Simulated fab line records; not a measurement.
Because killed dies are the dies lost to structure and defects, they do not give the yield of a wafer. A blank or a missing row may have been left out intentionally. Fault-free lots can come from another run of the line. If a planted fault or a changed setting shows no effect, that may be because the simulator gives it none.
A lot that was struck, set against a sound lot    flow sky130    21 steps out of a route of 708
Sound: these wafers, L476.1, L476.2, L476.6. Struck: wafers L481.1, L481.2, L481.6. Last of all comes the cause.
Each step with rows lists, per side, the tool, then ch with its chambers, then its first start. Under that, the readings that differ: sound wafers    struck wafers    difference of the means    sigmas: that difference in standard deviations of wafers without a fault.
alike: same words and numbers on both sides, and readings whose means sit less than 2 such deviations apart. not compared: any withheld reading, any reading some wafer has no value for, any bound like >300 that may hide the same value, and any number with overlapping values for which the record gives no deviation.
A row with sigmas, a row that says differs or no value, or rows on one side alone: a step with any of these is where the two part. Numbers that have no deviation but don't overlap get no sigmas and don't part them. A reading that every wafer of one side lacks parts them only if that side has two wafers or more.

first, 1 step without rows for these wafers: SKY_RES_XHIGH_IMPLANT_07.
SKY_RES_XHIGH_STRIP_08: strips in O2/N2.
  sound on plasma-asher-02 ch 0,1, day 26 16:44; struck on plasma-asher-04 ch 0,1, day 28 22:50
  alike: drypump-motor-current-A, oes-product-au, strip-time-to-endpoint-s
  not compared: rf-hours-counter-h
SKY_RES_XHIGH_TW_MEAS_09:
  sound: film-metro-03 at day 26 16:50; struck: film-metro-01 at day 28 22:56
  alike: RES_XHIGH_TW
then, 7 steps without rows for these wafers: SKY_SD_N_DEHYDRATE_00 (time 60 s); SKY_SD_N_HMDS_01 (prime time 60 s); SKY_SD_N_COAT_02 (resist thk 1140 nm); SKY_SD_N_SOFTBAKE_03 (time 60 s); SKY_SD_N_EXPOSE_04 (exposes mask NSDM, target cd 380 nm); SKY_SD_N_PEB_05; SKY_SD_N_DEVELOP_06 (develop time 60 s).
SKY_SD_N_CD_MEAS_07: the cd target is 380 nm.
  sound: cd-sem-01 at day 27 21:16; struck: cd-sem-01 at day 30 01:43
reading     sound              struck             difference  sigmas
cd-nm (nm)  384.2 385.2 384.0  377.7 379.1 380.0  -5.5        -2
SKY_SD_N_OVL_MEAS_08:
  sound: overlay-02 at day 27 21:23; struck: overlay-01 at day 30 01:50
  alike: SD_N_OVL
SKY_SD_N_IMPLANT_09:
  sound on implanter-01 ch 0, day 27 21:26; struck on implanter-01 ch 0, day 30 01:53
reading                    sound                 struck                difference  sigmas
beam-energy-keV            50.018 49.987 50.010  44.726 44.731 44.721  -5.279      -99 or more
model.implant.rp-nm (nm)   32.22 32.22 32.22     29.79 29.79 29.79     -2.43       
model.implant.drp-nm (nm)  14.11 14.11 14.11     12.99 12.99 12.99     -1.12       
following that, these wafers have no rows for 1 step: SKY_SD_N_IMPLANT_10.
SKY_SD_N_STRIP_11: strips in O2/N2.
  sound on plasma-asher-04 ch 0,1, day 27 21:44; struck on plasma-asher-03 ch 0,1, day 30 02:11
reading                       sound              struck             difference  sigmas
oes-product-au (a.u.)         0.528 0.515 0.525  0.533 0.539 0.530  +0.011      +2
strip-time-to-endpoint-s (s)  22.50 22.49 22.50  21.74 21.70 21.74  -0.77       -17
  alike: drypump-motor-current-A
  not compared: rf-hours-counter-h
SKY_SD_N_TW_MEAS_12:
  sound: film-metro-01 at day 27 21:50; struck: film-metro-02 at day 30 02:17
reading  sound           struck          difference  sigmas
SD_N_TW  3980 3973 3988  3848 3872 3836  -128        -5
then, 1 step without rows for these wafers: SKY_SD_N_CLEAN_13 (cleans in SC1/SC2, time 150 s).
SKY_SD_N_RTA_14: time 2 s.
  sound on rtp-anneal-01 ch 0, day 27 21:56; struck on rtp-anneal-02 ch 0, day 30 02:23
  alike: lamp-power-pct, wafer_temp_C_max
SKY_SD_N_RS_MEAS_16: a four-point-probe measurement.
  sound: film-metro-02 at day 27 22:07; struck: film-metro-03 at day 30 02:34
reading           sound              struck             difference  sigmas
SD_N_RS (ohm/sq)  68.82 68.63 68.78  72.40 72.55 72.45  +3.72       +29
SKY_SD_N_RS_MEAS_17: a four-point-probe measurement.
  sound: film-metro-02 at day 27 22:14; struck: film-metro-03 at day 30 02:41
  alike: SD_P_RS
-- the record jumps here: 17 days lie between the struck wafers' starts before and after (it left off in module SD_N and takes up again in module PAD_OPEN, whose first step shown is number 708 of the route) --
SKY_PAD_OPEN_PROBE_99:
  sound: prober-02 at day 45 20:27; struck: prober-01 at day 47 05:13
reading                             sound              struck             difference  sigmas
model.etest.res-ndiff.line-ohm-um   774 748.3 762.8    796.1 806.4 792.7  +36.7       
model.etest.res-ndiff.rs-ohm-sq     120.2 118.9 118.4  124.5 125.3 125.7  +6.0        
model.etest.res-ndiff-hv.rs-ohm-sq  113.5 113.3 113.3  117.9 119 118.4    +5.1        
  alike: killed_at_M0_to_M3, killed_at_M4_up, killed-at-contacts, killed-at-front-end, killed-at-other, killed-dies, killed-on-rim, killed-open, killed-short

## WHERE THEY PART
Earliest at SKY_SD_N_CD_MEAS_07; latest, in this record, at SKY_SD_N_RS_MEAS_16. Later steps at which nothing parts them and some readings are alike: SKY_SD_N_RS_MEAS_17, SKY_PAD_OPEN_PROBE_99.

WHY: what had been put in by the simulator
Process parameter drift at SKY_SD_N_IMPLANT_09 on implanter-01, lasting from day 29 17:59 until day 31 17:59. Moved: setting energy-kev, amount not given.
